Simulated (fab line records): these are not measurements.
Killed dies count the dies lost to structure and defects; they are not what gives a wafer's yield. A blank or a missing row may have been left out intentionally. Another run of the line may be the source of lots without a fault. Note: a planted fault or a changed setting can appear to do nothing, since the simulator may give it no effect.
The same fault as seen by 2 desks + flow gf180mcu + each desk holds nothing but its own numbers, with what lay behind them at the end

## THE TOOL OWNER'S DESK: plasma-asher-01
The tool's own readings at GF_VT_IMPLANT_STRIP_20 (strips in O2/N2): means of the sampled wafers that have a number, for each lot that ran on this tool. Marked OUT: a lot whose mean sits more than 4 standard deviations from the usual mean, which makes it out of limits; the brackets give that distance.
Columns: A = drypump-motor-current-A at GF_VT_IMPLANT_STRIP_20, usual 5.7 A; B = heater-power-w at GF_VT_IMPLANT_STRIP_20, usual 324 W; C = o2-flow-sccm at GF_VT_IMPLANT_STRIP_20, usual 2999 sccm; D = oes-product-au at GF_VT_IMPLANT_STRIP_20, usual 0.716 a.u.; E = strip-time-to-endpoint-s at GF_VT_IMPLANT_STRIP_20, usual 12.637 s
| lot  | first seen here | A   | B   | C    | D               | E      |
|------|-----------------|-----|-----|------|-----------------|--------|
| L779 | day 7 18:51     | 5.2 | 330 | 3004 | 0.717           | 12.637 |
| L784 | day 9 02:12     | 5.2 | 325 | 2995 | 0.914 (+42) OUT | -      |
| L793 | day 11 11:15    | 5.2 | 327 | 2997 | 0.714           | 12.676 |
| L796 | day 12 09:45    | 5.4 | 351 | 3000 | 0.716           | 12.655 |
This desk finds L784 out of limits, L784 being first, at day 9 02:12 (oes-product-au at GF_VT_IMPLANT_STRIP_20). In limits: L779, L793, L796.

## THE METROLOGY DESK
What the gauges read, lot by lot, whatever tool the lot ran on: means of the sampled wafers that have a number. Marked OUT: a lot whose mean sits more than 4 standard deviations from the usual mean, which makes it out of limits; the brackets give that distance.
Columns: A = LVPWELL_OVL at GF_LVPWELL_OVL_MEAS_07, usual 1.4 nm; B = VT_IMPLANT_OVL at GF_VT_IMPLANT_OVL_MEAS_07, usual -0.1 nm; C = VT_IMPLANT_TW at GF_VT_IMPLANT_TW_MEAS_10, usual 565; D = VT_IMPLANT_3_TW at GF_VT_IMPLANT_TW_MEAS_32, usual 268.2
| lot  | first seen here | A    | B    | C   | D              |
|------|-----------------|------|------|-----|----------------|
| L773 | day 3 20:16     | 0.3  | -1.8 | 575 | 265.7          |
| L777 | day 4 18:38     | 1.5  | 1.7  | 558 | 264.4          |
| L778 | day 5 00:44     | 0.9  | 1.3  | 560 | 268.0          |
| L779 | day 5 07:02     | 0.2  | -0.9 | 554 | 270.6          |
| L782 | day 5 23:47     | 0.4  | -1.8 | 573 | 270.6          |
| L784 | day 6 12:11     | 0.9  | 0.9  | 563 | 29.9 (-85) OUT |
| L790 | day 7 19:28     | -0.4 | 0.4  | 558 | 271.9          |
| L792 | day 8 06:20     | 2.2  | -1.0 | 568 | 271.8          |
| L793 | day 8 12:31     | -1.5 | 0.4  | 568 | 265.4          |
| L794 | day 9 00:08     | 2.5  | -0.6 | 570 | 264.7          |
| L796 | day 9 08:01     | 3.7  | 1.7  | 557 | 265.3          |
| L795 | day 9 08:22     | 1.6  | -0.2 | 571 | 268.0          |
Per this desk, out of limits: L784; the first was L784, day 9 19:33 (VT_IMPLANT_3_TW at GF_VT_IMPLANT_TW_MEAS_32). In limits: L773, L777, L778, L779, L782, L790, L792, L793, L794, L796, L795.

## ALL TOGETHER
On L784, at day 9 02:12, an alarm was possible from the tool owner's desk.
L784 would have let the metrology desk raise an alarm at day 9 19:33.
Every lot named ran GF_VT_IMPLANT_STRIP_20 on plasma-asher-01.

## WHAT THE SIMULATOR PUT IN
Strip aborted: plasma-asher-01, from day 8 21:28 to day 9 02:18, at GF_VT_IMPLANT_STRIP_20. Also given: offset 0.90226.
Lots struck among those shown: L784.
Counting hours from when the fault started, the first reading out of limits came at 5 for the tool owner's desk and at 22 for the metrology desk.
